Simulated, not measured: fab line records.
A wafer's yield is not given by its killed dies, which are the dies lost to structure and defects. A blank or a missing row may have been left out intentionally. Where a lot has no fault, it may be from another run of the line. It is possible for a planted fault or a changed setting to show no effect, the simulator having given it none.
fab line records	flow sfqLine
[record] lots = 14	wafers = 42	lastDay = 86
route steps=325 shown I0@43 JJ@192 M8@322
lots that met no fault: taken from a fault-free run of the same line
startH: the number of hours between the record's first day and the start of the first shown wafer of the lot	waitH: hours elapsed since this lot's preceding step	" repeats the value in the row above	L1.1+2: several wafers, shown together as one row	- either no value or no given start	* or withheld: withheld	< > ~ a bound
route shown NAME@n: names a module that has steps shown in the file, with the first one's number in the route	usual: the fault-free wafers' mean and standard deviation	same: alike in all rows	chamber/n: place in a boat	sites: readings site by site	_std_site: the values' standard deviation	_edge_site: inner sites' mean taken away from outer sites' mean	radiusMm: how far each site lies from the wafer's centre	mask NAME#n: copy n	behind: the tool/chamber that last shaped the wafer	hold: why the lot went on hold/how many hours it stayed there/how the hold came to an end	device: which transistor (n, p or np) failed to switch	end of line: tests run on the same wafers once the route is complete	a step without rows: its recipe alone	killed: the dies lost at the first sort to structure and to defects; this is not the yield of the wafer	map: shows each die of a wafer: x if killed, . if not, _ if none is there
set.NAME: the setting that was run; set.NAME@STEP: the one run at that earlier step	model.NAME: the simulator's own value behind a step, which no gauge read
route steps across a sampled set of lots; one table per step, one row per wafer
services: a tool's chamber out of use, with start hour (startH, from the record's first day; less than 0 if before it), hours out, and reason
[[steps]]
[step SFQ_TRILAYER_I0_DEP_PECVD_027]
[recipe] material = SiO2	tempC = 150	timeS = 111.11	pressureTorr = 2.4	rfW = 183.3	precursor = SiH4/N2O	targetThkNm = 500
[usual] heaterPowerW = 86/17	rfFwdPowerW = 182.2/0.62	throttleValvePct = 24.1/1.9
lot.wafer	tool	chamber	startH	waitH	heaterPowerW	rfFwdPowerW	throttleValvePct
L808.1	pecvd-03	1	254.93	0.0	59	181.7	23.7
L808.2	"	2	"	"	77	182.7	26.2
L808.4	"	2	"	"	78	183.0	26.4
L810.1	pecvd-02	2	285.38	0.0	99	182.7	22.7
L810.2	"	1	"	"	84	182.8	22.3
L810.5	"	1	"	"	84	181.5	22.3
L813.1	pecvd-02	2	307.99	0.0	97	182.1	22.7
L813.4	"	1	"	"	85	181.8	22.7
L813.6	"	2	"	"	106	183.7	23.0
L815.1	pecvd-01	0	323.31	0.0	52	182.7	24.4
L815.2	"	1	"	"	116	182.6	30.3
L815.3	"	2	"	"	102	181.2	23.9
L816.2	pecvd-02	1	328.11	0.0	79	182.2	22.4
L816.3	"	0	"	"	68	182.8	23.2
L816.6	"	0	"	"	70	183.1	23.3
L818.2	pecvd-02	0	345.84	0.0	80	182.6	23.3
L818.3	"	2	"	"	113	182.3	22.9
L818.4	"	1	"	"	95	181.1	22.5
L820.3	pecvd-02	2	364.09	0.0	92	211.7	23.0
L820.4	"	0	"	"	69	211.3	23.3
L820.6	"	2	"	"	97	212.0	22.8
L821.2	pecvd-02	2	375.01	0.0	94	212.6	22.9
L821.4	"	0	"	"	64	212.3	23.5
L821.6	"	1	"	"	81	211.2	22.5
L822.2	pecvd-01	0	401.41	0.0	56	181.8	24.5
L822.3	"	1	"	"	98	182.1	31.3
L822.5	"	2	"	"	104	181.7	23.9
L823.2	pecvd-03	1	412.21	0.0	68	181.8	23.6
L823.4	"	1	"	"	55	182.0	23.8
L823.6	"	2	"	"	78	182.8	26.2
L824.1	pecvd-03	1	419.41	0.0	57	181.9	23.9
L824.2	"	2	"	"	72	180.8	26.2
L824.3	"	0	"	"	93	182.2	24.9
L826.1	pecvd-02	1	451.84	0.0	90	182.5	22.7
L826.2	"	0	"	"	74	182.3	23.5
L826.5	"	1	"	"	79	181.2	22.8
L827.1	pecvd-02	2	465.76	0.0	110	183.1	23.2
L827.2	"	0	"	"	76	181.7	23.7
L827.3	"	1	"	"	91	182.2	22.8
L829.2	pecvd-03	2	478.78	0.0	66	182.7	26.1
L829.3	"	0	"	"	93	181.8	24.9
L829.6	"	0	"	"	98	182.5	25.0
[step SFQ_TRILAYER_I0_CMP_CMP_028]
[recipe] material = SiO2	downForcePsi = 3	platenRpm = 60	padVelocityMS = 0.94248
[usual] edgeZonePressureFrac = 0.999/0.0049	motorCurrentA = 9.9/0.52	timeToEndpointS = 213/7.2
lot.wafer	tool	chamber	startH	waitH	edgeZonePressureFrac	motorCurrentA	timeToEndpointS
L808.1	cmp-01	1	255.60	0.6	0.994	9.7	222
L808.2	"	3	256.60	1.6	1.002	9.3	208
L808.4	"	0	"	"	1.001	10.5	220
L810.1	cmp-01	3	285.96	0.5	0.998	9.4	198
L810.2	"	1	286.96	1.5	0.997	9.3	226
L810.5	"	3	287.96	2.5	0.996	9.8	209
L813.4	cmp-01	3	308.57	0.5	1.001	9.9	205
L813.1	"	0	"	"	0.993	10.9	214
L813.6	"	3	310.57	2.5	1.004	9.7	207
L815.3	cmp-02	0	323.39	0.0	1.004	9.7	214
L815.1	"	1	"	"	0.989	10.0	200
L815.2	"	2	"	"	0.996	10.7	215
L816.2	cmp-02	3	328.69	0.5	0.996	9.5	213
L816.3	"	1	329.69	1.5	1.009	10.2	210
L816.6	"	2	"	"	0.992	10.3	223
L818.2	cmp-01	0	345.92	0.0	0.999	11.2	212
L818.3	"	1	"	"	1.007	10.2	227
L818.4	"	2	"	"	1.007	10.0	211
L820.3	cmp-02	2	364.67	0.5	0.996	10.8	231
L820.4	"	3	"	"	0.997	9.7	232
L820.6	"	2	366.67	2.5	0.998	10.7	240
L821.4	cmp-02	2	376.09	1.0	1.005	10.5	237
L821.2	"	3	"	"	1.001	9.3	227
L821.6	"	0	"	"	0.990	9.5	227
L822.3	cmp-01	2	401.49	0.0	0.999	10.6	209
L822.2	"	3	"	"	0.996	9.6	208
L822.5	"	3	403.99	2.5	1.004	9.5	210
L823.4	cmp-02	0	416.35	4.1	0.991	9.6	210
L823.2	"	2	417.35	5.1	0.997	10.8	211
L823.6	"	1	418.85	6.6	1.006	9.7	213
L824.3	cmp-01	1	420.64	1.2	1.005	9.8	224
L824.1	"	2	"	"	1.000	10.4	206
L824.2	"	3	"	"	1.000	9.6	200
L826.1	cmp-02	1	452.92	1.0	0.995	10.1	198
L826.2	"	2	"	"	1.001	10.3	207
L826.5	"	0	454.42	2.5	0.995	9.8	213
L827.2	cmp-01	1	466.26	0.5	0.995	9.9	217
L827.3	"	2	"	"	0.991	10.2	209
L827.1	"	3	"	"	0.993	9.6	203
L829.3	cmp-02	2	479.36	0.5	0.998	10.7	220
L829.2	"	0	480.36	1.5	0.995	9.6	213
L829.6	"	1	"	"	0.991	10.1	213
[step SFQ_TRILAYER_JJ_CE_METRO_MEASURE_117]
[usual] cdNm = 700.1/1.3
lot.wafer	tool	chamber	startH	waitH	cdNm
L808.1	cdSem-02	-	1123.71	0.0	701.2
L808.2	"	-	"	"	700.5
L808.4	"	-	"	"	701.7
L810.1	cdSem-02	-	1240.96	0.0	697.8
L810.2	"	-	"	"	698.7
L810.5	"	-	"	"	698.9
L813.1	cdSem-01	-	1254.16	0.0	698.2
L813.4	"	-	"	"	698.9
L813.6	"	-	"	"	698.9
L815.1	cdSem-01	-	1285.26	0.0	703.2
L815.2	"	-	"	"	701.0
L815.3	"	-	"	"	701.0
L816.2	cdSem-02	-	1302.26	0.2	701.5
L816.3	"	-	"	"	701.1
L816.6	"	-	"	"	700.0
L818.2	cdSem-02	-	1309.46	0.2	698.6
L818.3	"	-	"	"	699.0
L818.4	"	-	"	"	700.5
L820.3	cdSem-02	-	1319.26	0.4	697.3
L820.4	"	-	"	"	699.3
L820.6	"	-	"	"	698.9
L821.2	cdSem-02	-	1320.26	0.2	700.0
L821.4	"	-	"	"	702.3
L821.6	"	-	"	"	700.8
L822.2	cdSem-02	-	1322.66	0.2	700.0
L822.3	"	-	"	"	700.5
L822.5	"	-	"	"	699.2
L823.2	cdSem-02	-	1325.06	0.2	700.5
L823.4	"	-	"	"	701.1
L823.6	"	-	"	"	700.4
L824.1	cdSem-02	-	1327.26	0.0	699.8
L824.2	"	-	"	"	698.9
L824.3	"	-	"	"	698.1
L826.1	cdSem-02	-	1336.86	0.0	702.1
L826.2	"	-	"	"	701.8
L826.5	"	-	"	"	702.3
L827.1	cdSem-02	-	1342.86	0.0	700.5
L827.2	"	-	"	"	698.8
L827.3	"	-	"	"	699.0
L829.2	cdSem-01	-	1505.41	0.2	700.3
L829.3	"	-	"	"	699.5
L829.6	"	-	"	"	698.3
[step SFQ_TRILAYER_JJ_CE_STRIP_STRIP_120]
[recipe] gas = O2	powerW = 200	platenTempC = 40	overashFraction = 0.65	chemistry = O2	pressureMtorr = 50
[usual] drypumpMotorCurrentA = 6.0/0.42	oesProductAu = 1.006/0.012
[same] overashFraction = 0.65
lot.wafer	tool	chamber	startH	waitH	drypumpMotorCurrentA	oesProductAu	rfHoursCounterH
L808.1	rieMetal-03	0	1125.61	0.0	6.2	1.008	133
L808.2	"	1	"	"	6.6	0.997	72
L808.4	"	1	"	"	6.6	0.998	-
L810.1	rieMetal-03	0	1242.86	0.0	6.2	1.010	6
L810.2	"	1	"	"	6.6	0.999	93
L810.5	"	0	"	"	6.2	1.009	-
L813.1	rieMetal-03	0	1256.06	0.0	6.2	0.999	8
L813.4	"	0	"	"	6.2	1.021	-
L813.6	"	1	"	"	6.6	0.995	-
L815.1	rieMetal-02	0	1287.16	0.0	5.4	1.009	65
L815.2	"	1	"	"	6.2	1.006	88
L815.3	"	0	"	"	5.4	1.022	-
L816.2	rieMetal-02	1	1303.96	0.0	6.2	1.011	90
L816.3	"	1	"	"	6.2	1.002	-
L816.6	"	1	"	"	6.2	1.008	-
L818.2	rieMetal-04	0	1311.16	0.0	5.7	0.982	124
L818.3	"	1	"	"	5.6	0.996	-
L818.4	"	0	"	"	5.7	0.987	-
L820.3	rieMetal-02	0	1320.96	0.2	5.4	1.009	-
L820.4	"	1	"	"	6.2	1.014	-
L820.6	"	0	"	"	5.4	1.010	-
L821.2	rieMetal-03	0	1321.96	0.0	6.2	0.991	17
L821.4	"	1	"	"	6.6	0.975	-
L821.6	"	1	"	"	6.6	0.968	-
L822.2	rieMetal-03	0	1324.56	0.0	6.2	1.000	18
L822.3	"	0	"	"	6.2	1.001	-
L822.5	"	1	"	"	6.5	0.991	-
L823.2	rieMetal-03	1	1326.76	0.0	6.6	0.995	105
L823.4	"	0	"	"	6.2	0.999	-
L823.6	"	1	"	"	6.6	0.992	-
L824.1	rieMetal-04	1	1329.16	0.0	5.6	1.014	46
L824.2	"	0	"	"	5.7	0.992	1
L824.3	"	0	"	"	5.7	0.992	-
L826.1	rieMetal-02	1	1338.76	0.0	6.2	1.020	94
L826.2	"	0	"	"	5.4	1.006	71
L826.5	"	0	"	"	5.4	1.007	-
L827.1	rieMetal-02	1	1344.76	0.0	6.2	1.016	95
L827.2	"	0	"	"	5.4	1.015	72
L827.3	"	1	"	"	6.2	1.007	-
L829.2	rieMetal-02	1	1507.11	0.0	6.2	1.006	120
L829.3	"	0	"	"	5.4	1.002	-
L829.6	"	1	"	"	6.2	1.004	-
[step SFQ_M8_RS_MEAS_949]
[recipe] thkMeasGauge = four-point-probe	reads = Au_of_TRILAYER_M8_DEP_EVAP_196+Pt_of_TRILAYER_M8_DEP_EVAP_198+Ti_of_TRILAYER_M8_DEP_EVAP_197
[usual] M8_AU_RS = 0.1536/0.002
lot.wafer	tool	chamber	startH	waitH	M8_AU_RS[ohm/sq]
L808.1	filmMetro-04	-	1832.07	0.3	0.1532
L808.2	"	-	"	"	0.1525
L808.4	"	-	"	"	0.1520
L810.1	filmMetro-04	-	1836.87	0.3	0.1527
L810.2	"	-	"	"	0.1537
L810.5	"	-	"	"	0.1537
L813.1	filmMetro-04	-	1908.21	0.3	0.1518
L813.4	"	-	"	"	0.1518
L813.6	"	-	"	"	0.1505
L815.1	filmMetro-02	-	1940.47	0.3	0.1538
L815.2	"	-	"	"	0.1537
L815.3	"	-	"	"	0.1555
L816.2	filmMetro-02	-	1942.96	0.3	0.1568
L816.3	"	-	"	"	0.1552
L816.6	"	-	"	"	0.1542
L818.2	filmMetro-02	-	2010.30	0.3	0.1544
L818.3	"	-	"	"	0.1562
L818.4	"	-	"	"	0.1536
L820.3	filmMetro-01	-	2018.72	0.3	0.1575
L820.4	"	-	"	"	0.1561
L820.6	"	-	"	"	0.1574
L821.2	filmMetro-02	-	2022.30	0.3	0.1528
L821.4	"	-	"	"	0.1509
L821.6	"	-	"	"	0.1516
L822.2	filmMetro-01	-	2028.07	0.3	0.1564
L822.3	"	-	"	"	0.1538
L822.5	"	-	"	"	0.1551
L823.2	filmMetro-02	-	2033.98	0.3	0.1560
L823.4	"	-	"	"	0.1534
L823.6	"	-	"	"	0.1546
L824.1	filmMetro-04	-	2035.16	0.3	0.1522
L824.2	"	-	"	"	0.1536
L824.3	"	-	"	"	0.1535
L826.1	filmMetro-01	-	2043.56	0.3	0.1556
L826.2	"	-	"	"	0.1531
L826.5	"	-	"	"	0.1543
L827.1	filmMetro-02	-	2044.76	0.3	0.1537
L827.2	"	-	"	"	0.1538
L827.3	"	-	"	"	0.1524
L829.2	filmMetro-02	-	2054.38	0.3	0.1510
L829.3	"	-	"	"	0.1518
L829.6	"	-	"	"	0.1492
[[services]]
tool	chamber	startH	hours	kind
cdSem-02	-	236.56	3.8	pm
cdSem-02	-	273.96	3.1	repair
cdSem-02	-	290.28	2.0	pm
cdSem-02	-	341.38	3.8	pm
cdSem-02	-	353.10	2.1	pm
cdSem-02	-	440.77	0.8	pm
cdSem-02	-	474.28	0.6	pm
cdSem-02	-	525.38	0.3	pm
cdSem-02	-	537.10	0.7	pm
cdSem-02	-	658.28	0.3	pm
cdSem-02	-	710.30	0.9	pm
cdSem-02	-	711.21	2.8	pm
cdSem-02	-	721.10	0.3	pm
cdSem-02	-	842.28	0.7	pm
cdSem-02	-	893.38	2.1	pm
cdSem-02	-	905.10	1.4	pm
cdSem-02	-	980.46	0.7	pm
cdSem-02	-	1026.28	0.2	pm
cdSem-02	-	1060.84	14.9	repair
cdSem-02	-	1077.38	0.5	pm
cdSem-02	-	1089.84	1.1	pm
cdSem-02	-	1210.28	0.8	pm
cdSem-02	-	1250.46	1.4	pm
cdSem-02	-	1261.38	0.9	pm
[[key]]
[firstSign] step = SFQ_TRILAYER_I0_DEP_PECVD_027	reading = rfFwdPowerW	direction = up	sigmas = 47	usual = 182.2	struck = 211.8
[effect] step = SFQ_TRILAYER_I0_CMP_CMP_028	reading = timeToEndpointS	direction = up	sigmas = 2.7	usual = *	struck = *
metAt SFQ_TRILAYER_I0_DEP_PECVD_027
struckLots L820,L821
notActingAt SFQ_TRILAYER_JJ_CE_METRO_MEASURE_117,SFQ_TRILAYER_JJ_CE_STRIP_STRIP_120,SFQ_M8_RS_MEAS_949
onsetBetween 345.84 364.09
[fault] kind = processParameterDrift	tool = pecvd-02	chamber = -	onsetH = 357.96	steps = SFQ_TRILAYER_I0_DEP_PECVD_027	channel = rfW	offset = 29.328	shape = step	endH = 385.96	actsIn = theseRecipesOnly	stated = 183.3
